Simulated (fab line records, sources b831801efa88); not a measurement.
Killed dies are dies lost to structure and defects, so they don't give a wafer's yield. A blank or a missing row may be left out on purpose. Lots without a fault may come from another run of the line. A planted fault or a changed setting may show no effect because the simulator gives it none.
A struck lot beside a sound one | flow sky130 | 14 steps out of a route of 708
Sound: wafers L498.1, L498.2, L498.4. Struck: wafers L516.1, L516.3, L516.6. The cause comes at the end.
At each step with rows: each side's tool, then ch and its chambers, then its first start. Under that, the readings that differ: sound wafers | struck wafers | difference of the means | sigmas: that difference in standard deviations of wafers without a fault.
alike: readings whose means differ by less than 2 such deviations, and words and numbers that are the same on both sides. not compared: withheld readings, readings that some wafer has no value for, bounds like >300 that may hide the same value, and numbers for which the record gives no deviation and whose values overlap.
The two part at a step that has a row with sigmas, a row that says differs or no value, or rows on one side only. Numbers that don't overlap but have no deviation are shown without sigmas and don't part them. A reading that every wafer of one side lacks parts them only if that side has two wafers or more.

SKY_METAL5_SPUTTER_01: material TiN, target thk 20 nm, time 16.7 s.
  sound on pvd_sputter-03, day 44 03:56; struck on pvd_sputter-02, day 48 16:38
  alike: chamber_pressure_pa, throttle_valve_pct
SKY_METAL5_SPUTTER_02: material AlCu, target thk 1150 nm, time 61.2 s.
  sound on pvd_sputter-03, day 44 03:58; struck on pvd_sputter-02, day 48 16:40
  reading                  | sound                | struck               | difference | sigmas
  chamber_pressure_pa (Pa) | 0.3991 0.3989 0.3991 | 0.4008 0.4030 0.4019 | +0.0029    | +4
  alike: throttle_valve_pct
SKY_METAL5_SPUTTER_03: material Ti, target thk 5 nm, time 3.3 s.
  sound on pvd_sputter-03, day 44 04:01; struck on pvd_sputter-02, day 48 16:43
  alike: chamber_pressure_pa, throttle_valve_pct
SKY_METAL5_SPUTTER_04: material TiN, target thk 70 nm, time 58.3 s.
  sound on pvd_sputter-03, day 44 04:02; struck on pvd_sputter-02, day 48 16:44
  alike: chamber_pressure_pa, throttle_valve_pct
SKY_METAL5_RS_MEAS_05: measures by four-point-probe.
  sound on film_metro-02, day 44 04:05; struck on film_metro-02, day 48 16:47
  alike: METAL5_ALCU_RS
SKY_METAL5_THK_MEAS_06: measures by xrf.
  sound on film_metro-02, day 44 04:12; struck on film_metro-02, day 48 16:54
  alike: METAL5_ALCU_THK
then, 6 steps without rows for these wafers: SKY_METAL5_DEHYDRATE_07 (time 60 s); SKY_METAL5_HMDS_08 (prime time 60 s); SKY_METAL5_COAT_09 (resist thk 1800 nm); SKY_METAL5_SOFTBAKE_10 (time 60 s); SKY_METAL5_EXPOSE_11 (exposes mask MM5, target cd 1600 nm); SKY_METAL5_PEB_12.
SKY_METAL5_DEVELOP_13: develop time 60 s.
  sound on litho_track-01 ch 0, day 45 02:44; struck on litho_track-01, day 49 12:08
  no value came back on the struck wafers for chill_plate_temp_C (C), develop_time_s (s); on the sound wafers chill_plate_temp_C (C) reads 22.90 22.91 23.00
SKY_METAL5_DESCUM_14: chemistry O2, time 11 s.
  sound on rie_metal-02 ch 0,1, day 45 02:53; struck on rie_metal-03 ch 0,1, day 49 12:17
  alike: drypump_motor_current_A, he_backside_leak_sccm, oes_product_au, rf_fwd_power_W
  not compared: rf_hours_counter_h

WHERE THEY PART
First at SKY_METAL5_SPUTTER_02; last, within this record, at SKY_METAL5_DEVELOP_13. Later steps at which nothing parts them and some readings are alike: SKY_METAL5_DESCUM_14.

WHY: what the simulator had put in
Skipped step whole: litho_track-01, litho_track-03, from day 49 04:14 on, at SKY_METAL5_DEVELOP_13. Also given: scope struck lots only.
